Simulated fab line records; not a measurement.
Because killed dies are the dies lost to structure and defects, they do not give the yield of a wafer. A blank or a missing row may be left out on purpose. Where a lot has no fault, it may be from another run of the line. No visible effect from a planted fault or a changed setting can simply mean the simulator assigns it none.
Code-filled problem report in 8D (eight disciplines) form | flow gf180mcu | the parts of the form that need people (team, actions taken, sign-off) are left out

## 1. PROBLEM STATEMENT
Mean V3_CVD_02_THK at GF_V3_THK_MEAS_03: 924 nm over 3 wafers in 3 lots; fault-free wafers: 851 nm, standard deviation 14. That is +5.2 standard deviations from the usual mean.
First observed at day 23 21:26: wafer L356.6, on film_metro-02. At this step, 33 wafers from 11 lots have a number in the record. Rule for "out" (also "out of limits"): further than 4 standard deviations from the usual mean. All remaining wafers that have a number are taken as sound.

## 2. WHAT THIS IS AND IS NOT
question                    | is                           | is not
which readings at this step | V3_CVD_02_THK                | -
which lots                  | L356, L357, L360             | L352, L358, L363, L364, L365, L368, L369, L372
which wafers of those lots  | L356.6, L357.1, L360.3       | L356.1, L356.2, L357.2, L357.3, L360.1, L360.4
read on which gauges        | film_metro-02, film_metro-04 | film_metro-03
when                        | from day 23 21:26            | up to then (5 sound wafers); but 25 sound wafers of L357, L358, L360, L363, L364, L365, L368, L369, L372 came after

## 3. THE SUSPECTS, EACH WITH WHAT RULES IT OUT
Counting: any tool at a process step up to the reading remains a suspect provided it ran every lot that is out. Sound lots after the first of them don't rule it out here, since some wafers of a struck lot are sound.
- the gauge at GF_V3_THK_MEAS_03 has been ruled out. 2 gauges (film_metro-02, film_metro-04) read the wafers that are out.
- pecvd-03 at GF_V3_CVD_02 (deposits SiO2 from TEOS, target thk 850 nm, time 94.851 s): kept. It processed each lot that is out (first: L356, day 23 21:22); up to then, its last sound lot is L352 (day 22 08:08).
- Within pecvd-03 at GF_V3_CVD_02: the wafers that are out ran in chamber 2; their sound lot-mates ran in chambers 0, 1.
After counting, what remains is pecvd-03 at GF_V3_CVD_02.

## 4. THE CAUSE (what the simulator had put in)
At GF_V3_CVD_02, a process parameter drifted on pecvd-03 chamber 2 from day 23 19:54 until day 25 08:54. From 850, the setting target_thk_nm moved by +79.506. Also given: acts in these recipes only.
Only this tool survived the counting.

## 5. SEQUENCE OF EFFECTS, ordered by route
One row per reading whose mean, taken over the struck wafers that have a number, lies over 3 standard deviations from the usual. Only readings for which the record gives a usual standard deviation are gone through. hours: the time from each lot's start at the first step in this table that gives one to its start at this step, as a median over the lots. sigmas: the change in usual standard deviations.
hours | step              | reading            | usual  | on struck wafers | change | sigmas
0     | GF_V3_THK_MEAS_03 | V3_CVD_02_THK      | 851 nm | 924              | +73    | +5.2
0     | GF_V3_CMP_04      | time_to_endpoint_s | 78 s   | 111              | +33    | +5.2
The process steps in it:
- GF_V3_CMP_04: polishes SiO2.

## 6. HOW IT WOULD HAVE BEEN CAUGHT EARLIER
Counted from the fault's start at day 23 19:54, it took 2 hours until the first out-of-limits reading at a measuring or inspecting step in this record, taken at day 23 21:26.
An alarm limit of 4 standard deviations would not have fired on the tool readings at GF_V3_CVD_02 for which the record gives a usual standard deviation, since none of them was out on any struck wafer.
L357, L360, from the lots that are out (3), started GF_V3_CVD_02 on pecvd-03 later than day 23 21:26. A hold on the tool at that time would have spared those 2.
